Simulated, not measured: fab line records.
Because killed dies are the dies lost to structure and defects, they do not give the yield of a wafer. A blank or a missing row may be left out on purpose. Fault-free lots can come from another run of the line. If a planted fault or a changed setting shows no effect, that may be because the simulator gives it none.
Comparing a struck lot with a sound one ; flow gf180mcu ; 19 out of 602 route steps
Sound: wafers L827.1, L827.3, L827.6. Struck: wafers L837.2, L837.3, L837.4. Last of all comes the cause.
Each step with rows lists, per side, the tool, then ch with its chambers, then its first start. Under that, the readings that differ: sound wafers ; struck wafers ; difference of the means ; sigmas: that difference in standard deviations of wafers without a fault.
alike: words and numbers the same on both sides, and readings whose means are apart by under 2 such deviations; not compared: readings that were withheld, readings missing a value for some wafer, numbers with overlapping values and no deviation given by the record, and bounds like >300 which may hide the same value.
Wherever a step has rows on one side only, a row that says differs or no value, or a row with sigmas, the two part there. Numbers that have no deviation but don't overlap get no sigmas and don't part them. Lack of a reading on every wafer of one side parts them only where that side has two or more wafers.

GF_POLY_GATE_OVL_MEAS_11:
  sound on overlay-02, day 10 17:40; struck on overlay-01, day 13 14:41
  alike: POLY_GATE_OVL
GF_POLY_GATE_ETCH_12: etches BARC in N2/H2.
  sound on rie diel-01 ch 2,3, day 10 17:43; struck on rie diel-01 ch 0,1,3, day 13 14:43
  alike: chamber pressure mTorr, drypump motor current A, oes product au, throttle valve pct
GF_POLY_GATE_ETCH_13: etches poly-Si in HBr/Cl2, stops on SiO2, target depth 198.5 nm, time 69.6 s.
  sound on rie si-02 ch 0,3, day 10 17:46; struck on rie si-02 ch 0,1,3, day 13 14:46
  alike: HBr_flow_sccm, chamber pressure mTorr, drypump motor current A, oes product au, throttle valve pct
  not compared: rf hours counter h
GF_POLY_GATE_STRIP_14: strips in O2/N2.
  sound on plasma asher-01 ch 0,1, day 10 17:49; struck on plasma asher-02 ch 0,1, day 13 14:50
  alike: chamber pressure mTorr, drypump motor current A, heater power w, oes product au
  not compared: rf hours counter h
then, 2 steps without rows for these wafers: GF_POLY_GATE_CLEAN_15 (cleans in SC1/SC2, time 150 s); GF_POLY_GATE_OXIDATION_16 (stabilise 600 s, purge 300 s, target thk 4 nm).
GF_POLY_GATE_THK_MEAS_17:
  sound on film metro-01, day 10 19:26; struck on film metro-02, day 13 16:19
  alike: POLY_GATE_OXIDATION_THK
GF_POLY_GATE_CD_MEAS_18:
  sound on cd sem-02, day 10 19:30; struck on cd sem-01, day 13 16:23
  alike: cd nm
then, 4 steps without rows for these wafers: GF_HV_LDD_DEHYDRATE_00 (time 60 s); GF_HV_LDD_HMDS_01 (prime time 60 s); GF_HV_LDD_COAT_02 (resist thk 1000 nm); GF_HV_LDD_SOFTBAKE_03 (time 60 s).
GF_HV_LDD_EXPOSE_04: exposes mask Nplus LV AREA, target cd 400 nm.
  sound on iline stepper-02 ch 0, day 11 05:03; struck on iline stepper-02 ch 0, day 14 02:31
reading;sound;struck;difference;sigmas
model.HV_LDD.overlay x nm (nm);0.7027 0.7027 0.7027;-105.1 -105.1 -105.1;-105.8;
  alike: mask
then, 2 steps without rows for these wafers: GF_HV_LDD_PEB_05; GF_HV_LDD_DEVELOP_06 (develop time 60 s).
GF_HV_LDD_CD_MEAS_07: target cd 400 nm.
  sound on cd sem-02, day 11 14:21; struck on cd sem-02, day 14 12:46
  alike: cd nm
GF_HV_LDD_OVL_MEAS_08:
  sound on overlay-02, day 11 14:28; struck on overlay-01, day 14 12:52
reading;sound;struck;difference;sigmas
HV_LDD_OVL (nm);1.0 -0.2 1.0;-105.2 -105.9 -106.4;-106.4;-76
then, 2 steps without rows for these wafers: GF_HV_LDD_IMPLANT_09; GF_PASSIVATION_PROBE_99.

## WHERE THEY PART
Only at GF_HV_LDD_OVL_MEAS_08, within this record.

WHY: whatever the simulator had introduced
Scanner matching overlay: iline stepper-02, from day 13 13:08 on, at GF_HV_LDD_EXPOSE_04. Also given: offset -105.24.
